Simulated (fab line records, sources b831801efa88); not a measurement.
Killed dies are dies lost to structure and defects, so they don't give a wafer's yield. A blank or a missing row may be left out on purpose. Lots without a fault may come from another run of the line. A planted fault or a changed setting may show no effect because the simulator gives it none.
A struck lot beside a sound one | flow sky130 | 16 steps out of a route of 708
Sound: wafers L491.3, L491.4, L491.6. Struck: wafers L502.5, L502.6. (L502.2 of the same lot was not struck and is left out.) The cause comes at the end.
At each step with rows: each side's tool, then ch and its chambers, then its first start. Under that, the readings that differ: sound wafers | struck wafers | difference of the means | sigmas: that difference in standard deviations of wafers without a fault.
alike: readings whose means differ by less than 2 such deviations, and words and numbers that are the same on both sides. not compared: withheld readings, readings that some wafer has no value for, bounds like >300 that may hide the same value, and numbers for which the record gives no deviation and whose values overlap.
The two part at a step that has a row with sigmas, a row that says differs or no value, or rows on one side only. Numbers that don't overlap but have no deviation are shown without sigmas and don't part them. A reading that every wafer of one side lacks parts them only if that side has two wafers or more.

first, 4 steps without rows for these wafers: SKY_FIELD_ISO_WET_ETCH_29 (etches Si3N4 in H3PO4, target depth 160 nm, time 1825 s); SKY_FIELD_ISO_WET_ETCH_30 (etches SiO2 in dHF, target depth 25 nm, time 50 s); SKY_NWELL_CLEAN_00 (cleans in SC1/SC2, time 150 s); SKY_NWELL_OXIDATION_01 (stabilise 600 s, purge 300 s, target thk 10 nm).
SKY_NWELL_THK_MEAS_02:
  sound on film_metro-03, day 3 10:28; struck on film_metro-03, day 6 02:18
  alike: NWELL_OXIDATION_THK
then, 7 steps without rows for these wafers: SKY_DNWELL_DEHYDRATE_00 (time 60 s); SKY_DNWELL_HMDS_01 (prime time 60 s); SKY_DNWELL_COAT_02 (resist thk 3000 nm); SKY_DNWELL_SOFTBAKE_03; SKY_DNWELL_EXPOSE_04 (exposes mask DNM, target cd 3000 nm); SKY_DNWELL_PEB_05; SKY_DNWELL_DEVELOP_06 (develop time 60 s).
SKY_DNWELL_IMPLANT_07:
  sound on implanter-03 ch 0, day 4 02:31; struck on implanter-01 ch 0, day 6 22:12
SKY_DNWELL_STRIP_08: strips in O2/N2.
  sound on plasma_asher-04 ch 0,1, day 4 02:38; struck on plasma_asher-04 ch 0,1, day 6 22:19
  alike: drypump_motor_current_A, oes_product_au, strip_time_to_endpoint_s
  not compared: rf_hours_counter_h
SKY_DNWELL_TW_MEAS_09:
  sound on film_metro-03, day 4 02:44; struck on film_metro-03, day 6 22:40
  reading   | sound          | struck    | difference | sigmas
  DNWELL_TW | 1129 1128 1135 | 1214 1217 | +85        | +10
  not compared: hold
-- the record jumps here: 43 days lie between the struck wafers' starts before and after (it left off in module DNWELL and takes up again in module PAD_OPEN, whose first step shown is number 708 of the route) --
SKY_PAD_OPEN_PROBE_99:
  sound on prober-01, day 46 11:05; struck on prober-02, day 49 11:44
  reading                                   | sound             | struck    | difference | sigmas
  model.etest.res_deep_nwell.rs_ohm_sq      | 2188 2186 2209    | 1852 1839 | -349       |
  model.etest.res_deep_nwell.line_ohm_um    | 738.5 743.7 727.6 | 624 616.5 | -116       |
  model.etest.res_pwde_under_gate.rs_ohm_sq | 6122 6181 6133    | 6270 6242 | +111       |
  alike: killed_at_M0_to_M3, killed_at_M4_up, killed_at_contacts, killed_at_front_end, killed_at_other, killed_dies, killed_open, killed_short

WHERE THEY PART
Only at SKY_DNWELL_TW_MEAS_09, within this record. Later steps at which nothing parts them and some readings are alike: SKY_PAD_OPEN_PROBE_99.

WHY: what the simulator had put in
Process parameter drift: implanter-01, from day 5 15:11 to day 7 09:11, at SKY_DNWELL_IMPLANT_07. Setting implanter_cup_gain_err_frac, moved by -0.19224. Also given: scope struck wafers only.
